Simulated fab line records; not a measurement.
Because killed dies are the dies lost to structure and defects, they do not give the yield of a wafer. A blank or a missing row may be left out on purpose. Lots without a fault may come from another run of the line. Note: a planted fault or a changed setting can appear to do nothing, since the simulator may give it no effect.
fab line records -- flow sky130
record lots=13, wafers=39, last_day=50
route steps=708 shown FIELD_ISO@11 PWDE@52 NWELL@67 VT_ADJUST_LVTN@115 PAD_OPEN@708
lots with no fault: from the same line, run without faults
start_h: start of the lot's first displayed wafer, in hours after the record's first day -- wait_h: time in hours since the lot's previous step -- " repeats the value in the row above -- L1.1+2: a row that stands for several wafers -- - no value, or no start was given -- * or withheld: withheld -- < > ~ a bound
route shown NAME@n: a module of which the file shows steps, and the number in the route of the first -- usual: mean/standard deviation taken from wafers without a fault -- same: alike in all rows -- chamber/n: place in a boat -- sites: each site's reading -- _std_site: standard deviation across them -- _edge_site: mean of outer sites minus mean of inner sites -- radius_mm: for every site, how far away it sits from the centre of the wafer -- mask NAME#n: copy n -- behind: the last tool/chamber to shape the wafer -- hold: why the lot went on hold/how many hours it stayed there/how the hold came to an end -- device: the n, p or np transistor that did not switch -- end of line: the route-end tests of the same wafers -- where a step has no rows: the recipe by itself -- killed: dies that structure and defects cost at the first sort, which is not the same as the wafer's yield -- map: per-die view of a wafer (x killed, . not killed, _ where there is no die)
set.NAME: the setting as run; set.NAME@STEP: as run at that earlier step -- model.NAME: the simulator's own value behind a step, which no gauge read
steps of the route over a sample of lots; a table a step, a row a wafer
services: the hour from which a tool's chamber was out of use, counted from the record's first day as start_h (under 0 if before that day), plus the number of hours and why
## steps
# step SKY_FIELD_ISO_EXPOSE_10
# recipe mask_id=FOM, na=0.68, source_shape=annular, sigma_inner=0.4, sigma_outer=0.8, target_cd_nm=150, dose_mj=28
# same sigma_inner=0.4
lot.wafer,tool,chamber,start_h,wait_h,mask
L676.1+3+4,krf_scanner-01,0,33.99,-,FOM#0
L677.2+4+6,krf_scanner-02,0,38.83,-,FOM#0
L679.2+3+6,krf_scanner-01,0,45.83,-,FOM#0
L680.2+3+4,krf_scanner-02,0,54.07,-,FOM#0
L681.2+3+6,krf_scanner-02,0,58.22,-,FOM#0
L682.2+3+5,krf_scanner-01,0,61.98,-,FOM#0
L683.2+3+4,krf_scanner-01,0,67.31,-,FOM#0
L684.1+4+5,krf_scanner-02,0,73.70,-,FOM_R1#0
L685.2+3+4,krf_scanner-02,0,77.86,-,FOM#0
L693.1+5+6,krf_scanner-01,0,119.15,-,FOM#0
L694.1+3+4,krf_scanner-01,0,124.08,-,FOM#0
L695.1+4+5,krf_scanner-01,0,127.70,-,FOM#0
L696.1+3+4,krf_scanner-02,0,134.11,-,FOM#0
# step SKY_FIELD_ISO_CD_MEAS_13
# recipe target_cd_nm=150
# usual cd_nm=150.0/1.7
lot.wafer,tool,chamber,start_h,wait_h,cd_nm
L676.1,cd_sem-02,-,41.63,-,150.2
L676.3,cd_sem-02,-,41.63,-,148.8
L676.4,cd_sem-02,-,41.63,-,150.5
L677.2,cd_sem-01,-,45.60,-,150.9
L677.4,cd_sem-01,-,45.60,-,152.8
L677.6,cd_sem-01,-,45.60,-,152.4
L679.2,cd_sem-01,-,53.91,-,149.3
L679.3,cd_sem-01,-,53.91,-,148.5
L679.6,cd_sem-01,-,53.91,-,149.3
L680.2,cd_sem-02,-,62.02,-,153.2
L680.3,cd_sem-02,-,62.02,-,151.7
L680.4,cd_sem-02,-,62.02,-,153.6
L681.2,cd_sem-01,-,65.51,-,148.2
L681.3,cd_sem-01,-,65.51,-,147.4
L681.6,cd_sem-01,-,65.51,-,148.2
L682.2,cd_sem-02,-,69.77,-,148.9
L682.3,cd_sem-02,-,69.77,-,149.2
L682.5,cd_sem-02,-,69.77,-,149.5
L683.2,cd_sem-02,-,75.66,-,150.8
L683.3,cd_sem-02,-,75.66,-,153.2
L683.4,cd_sem-02,-,75.66,-,153.4
L684.1,cd_sem-02,-,81.85,-,140.1
L684.4,cd_sem-02,-,81.85,-,141.8
L684.5,cd_sem-02,-,81.85,-,140.6
L685.2,cd_sem-01,-,85.85,-,146.8
L685.3,cd_sem-01,-,85.85,-,147.3
L685.4,cd_sem-01,-,85.85,-,148.5
L693.1,cd_sem-01,-,128.48,-,150.6
L693.5,cd_sem-01,-,128.48,-,150.1
L693.6,cd_sem-01,-,128.48,-,150.4
L694.1,cd_sem-02,-,133.19,-,150.3
L694.3,cd_sem-02,-,133.19,-,150.1
L694.4,cd_sem-02,-,133.19,-,151.4
L695.1,cd_sem-01,-,137.10,-,151.6
L695.4,cd_sem-01,-,137.10,-,150.6
L695.5,cd_sem-01,-,137.10,-,151.1
L696.1,cd_sem-02,-,143.43,-,145.8
L696.3,cd_sem-02,-,143.43,-,146.4
L696.4,cd_sem-02,-,143.43,-,145.0
# step SKY_PWDE_OVL_MEAS_07
# usual PWDE_OVL=-0.5/1.4
lot.wafer,tool,chamber,start_h,wait_h,PWDE_OVL[nm]
L676.1,overlay-01,-,82.19,-,-0.3
L676.3,overlay-01,-,82.19,-,1.3
L676.4,overlay-01,-,82.19,-,0.7
L677.2,overlay-01,-,85.44,-,-1.7
L677.4,overlay-01,-,85.44,-,-0.1
L677.6,overlay-01,-,85.44,-,-1.1
L679.2,overlay-01,-,95.81,-,-0.8
L679.3,overlay-01,-,95.81,-,1.6
L679.6,overlay-01,-,95.81,-,-0.6
L680.2,overlay-02,-,103.61,-,-0.5
L680.3,overlay-02,-,103.61,-,-2.7
L680.4,overlay-02,-,103.61,-,-1.3
L681.2,overlay-02,-,107.64,-,0.0
L681.3,overlay-02,-,107.64,-,-0.4
L681.6,overlay-02,-,107.64,-,-1.6
L682.2,overlay-02,-,111.79,-,-1.4
L682.3,overlay-02,-,111.79,-,-2.1
L682.5,overlay-02,-,111.79,-,0.7
L683.2,overlay-01,-,117.71,-,-3.5
L683.3,overlay-01,-,117.71,-,-1.2
L683.4,overlay-01,-,117.71,-,-0.2
L684.1,overlay-02,-,124.70,-,-0.9
L684.4,overlay-02,-,124.70,-,-1.2
L684.5,overlay-02,-,124.70,-,-1.2
L685.2,overlay-01,-,127.79,-,2.5
L685.3,overlay-01,-,127.79,-,0.3
L685.4,overlay-01,-,127.79,-,2.8
L693.1,overlay-01,-,179.70,-,0.4
L693.5,overlay-01,-,179.70,-,-0.4
L693.6,overlay-01,-,179.70,-,0.8
L694.1,overlay-02,-,185.43,-,-1.8
L694.3,overlay-02,-,185.43,-,-0.7
L694.4,overlay-02,-,185.43,-,-1.3
L695.1,overlay-01,-,191.23,-,-3.7
L695.4,overlay-01,-,191.23,-,-2.9
L695.5,overlay-01,-,191.23,-,-1.7
L696.1,overlay-01,-,192.60,-,-0.8
L696.3,overlay-01,-,192.60,-,1.1
L696.4,overlay-01,-,192.60,-,-0.2
# step SKY_NWELL_STRIP_14
# recipe chemistry=O2/N2, power_w=1400, pressure_mtorr=1500, platen_temp_c=withheld, o2_flow_sccm=3000, n2_flow_sccm=300, overash_fraction=0.5
# usual drypump_motor_current_A=6.0/0.46, n2_flow_sccm=299.9/0.82, oes_product_au=0.722/0.0049, strip_time_to_endpoint_s=36.92/0.097
lot.wafer,tool,chamber,start_h,wait_h,drypump_motor_current_A,n2_flow_sccm,oes_product_au,rf_hours_counter_h,strip_time_to_endpoint_s
L676.1,plasma_asher-04,1,100.02,0.1,6.2,300.3,0.716,41,36.90
L676.3,plasma_asher-04,1,100.02,0.1,6.2,300.4,0.724,-,36.92
L676.4,plasma_asher-04,0,100.02,0.1,5.9,300.8,0.724,-,36.94
L677.2,plasma_asher-03,0,103.91,0.1,6.7,300.4,0.728,25,37.04
L677.4,plasma_asher-03,0,103.91,0.1,6.7,300.4,0.723,-,36.85
L677.6,plasma_asher-03,1,103.91,0.1,5.5,299.7,0.722,-,36.92
L679.2,plasma_asher-03,0,114.47,0.1,6.7,300.4,0.729,27,36.89
L679.3,plasma_asher-03,1,114.47,0.1,5.6,301.5,0.724,-,36.96
L679.6,plasma_asher-03,1,114.47,0.1,5.6,299.8,0.716,-,36.80
L680.2,plasma_asher-03,0,121.82,0.1,6.6,300.1,0.728,28,37.21
L680.3,plasma_asher-03,1,121.82,0.1,5.5,299.9,0.724,-,37.18
L680.4,plasma_asher-03,0,121.82,0.1,6.7,299.9,0.727,-,37.17
L681.2,plasma_asher-04,1,126.14,0.1,6.2,299.6,0.728,44,36.90
L681.3,plasma_asher-04,1,126.14,0.1,6.2,299.7,0.725,-,36.92
L681.6,plasma_asher-04,0,126.14,0.1,5.9,299.5,0.728,-,37.05
L682.2,plasma_asher-03,0,130.41,0.1,6.7,300.2,0.725,29,36.87
L682.3,plasma_asher-03,0,130.41,0.1,6.6,299.9,0.727,-,36.82
L682.5,plasma_asher-03,1,130.41,0.1,5.6,299.1,0.725,-,36.88
L683.2,plasma_asher-04,0,136.87,0.1,5.9,300.7,0.725,45,36.81
L683.3,plasma_asher-04,0,136.87,0.1,5.9,300.3,0.721,-,36.89
L683.4,plasma_asher-04,1,136.87,0.1,6.2,299.6,0.713,-,36.93
L684.1,plasma_asher-03,0,143.79,0.1,6.7,301.2,0.717,30,36.87
L684.4,plasma_asher-03,0,143.79,0.1,6.7,301.6,0.727,-,36.82
L684.5,plasma_asher-03,1,143.79,0.1,5.5,301.2,0.718,-,36.95
L685.2,plasma_asher-04,0,147.29,0.1,5.9,299.6,0.728,46,36.89
L685.3,plasma_asher-04,0,147.29,0.1,5.8,299.9,0.723,-,36.81
L685.4,plasma_asher-04,1,147.29,0.1,6.2,300.4,0.716,-,36.76
L693.1,plasma_asher-03,1,201.42,0.1,5.5,300.2,0.719,35,36.98
L693.5,plasma_asher-03,0,201.42,0.1,6.7,300.8,0.723,-,37.08
L693.6,plasma_asher-03,1,201.42,0.1,5.5,301.5,0.715,-,36.99
L694.1,plasma_asher-04,1,207.49,0.1,6.2,298.8,0.717,52,36.99
L694.3,plasma_asher-04,0,207.49,0.1,5.9,299.4,0.720,-,36.91
L694.4,plasma_asher-04,1,207.49,0.1,6.2,299.3,0.724,-,37.00
L695.1,plasma_asher-03,1,213.12,0.1,5.5,301.4,0.722,36,37.18
L695.4,plasma_asher-03,0,213.12,0.1,6.7,299.8,0.725,-,37.13
L695.5,plasma_asher-03,1,213.12,0.1,5.5,299.5,0.723,-,37.08
L696.1,plasma_asher-03,1,214.27,0.1,5.5,299.8,0.728,37,36.96
L696.3,plasma_asher-03,1,214.27,0.1,5.5,300.3,0.714,-,37.09
L696.4,plasma_asher-03,0,214.27,0.1,6.7,300.1,0.724,-,36.96
# step SKY_VT_ADJUST_LVTN_OVL_MEAS_18
# usual VT_ADJUST_LVTN_01_OVL=-0.8/1.5
lot.wafer,tool,chamber,start_h,wait_h,VT_ADJUST_LVTN_01_OVL[nm]
L676.1,overlay-01,-,176.49,0.1,0.7
L676.3,overlay-01,-,176.49,0.1,-0.1
L676.4,overlay-01,-,176.49,0.1,1.4
L677.2,overlay-01,-,180.74,0.1,-1.4
L677.4,overlay-01,-,180.74,0.1,-0.9
L677.6,overlay-01,-,180.74,0.1,-0.5
L679.2,overlay-02,-,193.09,0.1,-1.1
L679.3,overlay-02,-,193.09,0.1,1.4
L679.6,overlay-02,-,193.09,0.1,-2.5
L680.2,overlay-01,-,202.89,0.1,-1.9
L680.3,overlay-01,-,202.89,0.1,-1.8
L680.4,overlay-01,-,202.89,0.1,-1.3
L681.2,overlay-02,-,206.04,0.1,-2.9
L681.3,overlay-02,-,206.04,0.1,-1.4
L681.6,overlay-02,-,206.04,0.1,-0.4
L682.2,overlay-01,-,211.39,0.1,1.0
L682.3,overlay-01,-,211.39,0.1,1.4
L682.5,overlay-01,-,211.39,0.1,-0.4
L683.2,overlay-02,-,216.63,0.1,-3.1
L683.3,overlay-02,-,216.63,0.1,-1.9
L683.4,overlay-02,-,216.63,0.1,-2.3
L684.1,overlay-01,-,227.08,0.1,-1.0
L684.4,overlay-01,-,227.08,0.1,-1.2
L684.5,overlay-01,-,227.08,0.1,-2.0
L685.2,overlay-02,-,232.93,0.1,-2.8
L685.3,overlay-02,-,232.93,0.1,-5.3
L685.4,overlay-02,-,232.93,0.1,-2.9
L693.1,overlay-01,-,295.28,0.1,0.7
L693.5,overlay-01,-,295.28,0.1,1.0
L693.6,overlay-01,-,295.28,0.1,-1.6
L694.1,overlay-01,-,303.68,0.1,-1.4
L694.3,overlay-01,-,303.68,0.1,-1.0
L694.4,overlay-01,-,303.68,0.1,-1.4
L695.1,overlay-02,-,309.48,0.1,-0.7
L695.4,overlay-02,-,309.48,0.1,-3.6
L695.5,overlay-02,-,309.48,0.1,-2.6
L696.1,overlay-02,-,311.23,0.1,-1.6
L696.3,overlay-02,-,311.23,0.1,-2.1
L696.4,overlay-02,-,311.23,0.1,-3.1
# step SKY_PAD_OPEN_PROBE_99
# usual killed_at_M0_to_M3=43/7, killed_at_M4_up=3.1/2, killed_at_contacts=24/5.3, killed_at_front_end=15/4.2, killed_at_other=0.4/0.66, killed_dies=86/9.5, killed_open=47/7.4, killed_short=38/6.2
# same gross_dies=492, killed_at_back_side=0
lot.wafer,tool,chamber,start_h,wait_h,killed_at_M0_to_M3,killed_at_M4_up,killed_at_contacts,killed_at_front_end,killed_at_other,killed_dies,killed_open,killed_short
L683.2,prober-02,-,1126.98,0.1,41,8,22,9,0,80,45,35
L683.3,prober-02,-,1127.03,0.2,41,3,21,9,0,74,42,32
L683.4,prober-02,-,1127.08,0.2,36,4,25,11,1,77,46,31
# killed by level:class
L683.2 CONTACT:geometric_particle:open=11 METAL2:geometric_particle:short=9 VIA1:geometric_particle:open=7 LI_CONTACT:geometric_particle:open=6 VIA2:geometric_particle:short=6 METAL4:geometric_particle:short=5 VIA2:geometric_particle:open=5 VIA3:geometric_particle:short=5
L683.3 CONTACT:geometric_particle:open=11 VIA1:geometric_particle:open=9 VIA1:geometric_particle:short=7 LI_CONTACT:geometric_particle:open=6 VIA3:geometric_particle:open=5 METAL2:geometric_particle:short=5 VIA2:geometric_particle:open=4 LOCAL_INTERCONNECT:geometric_particle:short=3
L683.4 LI_CONTACT:geometric_particle:open=11 VIA2:geometric_particle:open=10 CONTACT:geometric_particle:open=9 METAL2:geometric_particle:short=7 VIA1:geometric_particle:open=5 FIELD_ISO:geometric_particle:short=4 METAL4:geometric_particle:short=4 LOCAL_INTERCONNECT:geometric_particle:short=4
## services
tool,chamber,start_h,hours,kind
krf_scanner-01,-,18.29,0.8,pm
krf_scanner-02,-,22.92,0.8,pm
krf_scanner-02,-,25.81,0.2,repair
krf_scanner-02,-,26.46,4.0,pm
krf_scanner-01,-,35.24,0.4,repair
krf_scanner-01,-,55.21,2.3,repair
plasma_asher-03,-,56.73,31.0,repair
krf_scanner-01,-,57.56,1.3,pm
krf_scanner-01,0,73.41,-,calibration
plasma_asher-03,-,78.33,0.9,repair
plasma_asher-04,-,86.92,0.9,repair
plasma_asher-03,-,90.13,3.9,repair
krf_scanner-02,0,124.16,-,calibration
krf_scanner-01,-,138.29,1.0,pm
krf_scanner-02,-,155.68,1.3,pm
krf_scanner-02,-,172.51,1.0,pm
krf_scanner-01,-,187.19,0.8,pm
krf_scanner-02,-,191.72,0.8,pm
krf_scanner-01,-,193.55,0.6,repair
## key
first_sign step=SKY_FIELD_ISO_EXPOSE_10, reading=mask, direction=changed
effect step=SKY_FIELD_ISO_CD_MEAS_13, reading=cd_nm, direction=down, sigmas=5.3, usual=150.0, struck=140.8
met_at SKY_FIELD_ISO_EXPOSE_10
struck_lots L684
tester_left_out L684
not_acting_at SKY_PWDE_OVL_MEAS_07,SKY_NWELL_STRIP_14,SKY_VT_ADJUST_LVTN_OVL_MEAS_18
onset_between 58.22 73.70
fault kind=wrong_mask, tool=any, chamber=-, onset_h=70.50, steps=SKY_FIELD_ISO_EXPOSE_10, aux_copy=FOM_R1#0, cd_offset_nm=-8, scope=struck_lots_only
# tester_left_out: of these lots the tester's yield and bins aren't shown, on N5 and GAA mostly nor the transistor test; their killed dies are dies lost to structure and defects alone, not to doping, threshold or leakage, so they don't give the yield
